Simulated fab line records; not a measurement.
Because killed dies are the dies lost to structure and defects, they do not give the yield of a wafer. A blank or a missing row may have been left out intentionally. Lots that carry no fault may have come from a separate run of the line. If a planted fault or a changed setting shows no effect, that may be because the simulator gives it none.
The tool behind it: which one? | flow gf180mcu | 11 lots, 33 wafers sampled, at 2 steps of a route of 602

== WHAT THE GAUGES SHOWED, per wafer ==
GF_HV_LDD_RS_MEAS_53: measures by four-point-probe.
lot  | measured     | on            | HV_LDD_RS (ohm/sq)
L286 | day 12 09:29 | film_metro-04 | 418.2 418.9 418.4
L287 | day 12 16:52 | film_metro-04 | 417.9 417.1 417.4
L288 | day 12 22:28 | film_metro-04 | 418.7 419.6 418.5
L290 | day 13 13:40 | film_metro-02 | 418.1 419.9 418.9
L293 | day 14 14:40 | film_metro-01 | 417.3 418.1 417.8
L294 | day 15 02:07 | film_metro-04 | 418.8 419.7 418.4
L295 | day 15 08:32 | film_metro-02 | 420.1 420.6 420.0
L298 | day 16 11:10 | film_metro-01 | 428.5 428.9 428.3 428.4 430.3 428.6
L299 | day 16 19:05 | film_metro-01 | 427.3 428.5 426.5 427.9 427.8 426.8
L305 | day 18 19:04 | film_metro-02 | 417.9 417.5 418.0
L309 | day 20 04:51 | film_metro-01 | 418.4 418.3 418.2

== WHICH TOOL RAN EACH LOT (tool, then ch and the chambers of the sampled wafers, then the start) ==
lot  | GF_HV_LDD_IMPLANT_36
L286 | implanter-01 ch 0, day 11 13:52
L287 | implanter-01 ch 0, day 11 21:02
L288 | implanter-03 ch 0, day 12 01:59
L290 | implanter-01 ch 0, day 12 17:05
L293 | implanter-03 ch 0, day 13 17:20
L294 | implanter-02 ch 0, day 14 04:47
L295 | implanter-01 ch 0, day 14 10:40
L298 | implanter-03 ch 0, day 15 12:21
L299 | implanter-03 ch 0, day 15 20:10
L305 | implanter-02 ch 0, day 17 18:34
L309 | implanter-02 ch 0, day 19 03:29
- GF_HV_LDD_IMPLANT_36

== THE ANSWER, worked out from the rows above alone ==
Rule: what is usual is taken from the lots themselves. Put in order of their means at a reading, lots are off if they are a third of the lots or fewer, leave a main group of 4 or more, and stand apart from it by a gap of 3 or more times the standard deviation of the main group's means; of several such gaps the widest counts. The tables above print the reading to a certain number of digits; a main group whose means all agree to those digits is not used. A lot without any number at a reading at which 4 lots or more have one is off too. Where the step has rows for the other lots, those lots are counted as sound.
Off: L298, L299, seen at GF_HV_LDD_RS_MEAS_53 (HV_LDD_RS). The main group has a mean of 418.5 ohm/sq with a standard deviation of 0.8.
If a tool, at a process step before that reading, ran all the lots that are off and no sound lot after the first of them, it fits. The gauges at GF_HV_LDD_RS_MEAS_53 are tried like those tools. One fits: implanter-03 at GF_HV_LDD_IMPLANT_36. A fault onset in the window from L293 (day 13 17:20, its last sound lot) to L298 (day 15 12:21, its first lot off) fits.

== WHAT HAD BEEN PUT IN BY THE SIMULATOR ==
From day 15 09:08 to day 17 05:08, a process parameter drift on implanter-03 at GF_HV_LDD_IMPLANT_36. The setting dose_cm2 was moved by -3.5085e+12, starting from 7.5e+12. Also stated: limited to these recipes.
Struck lots among those shown: L298, L299. The rule above found the same.
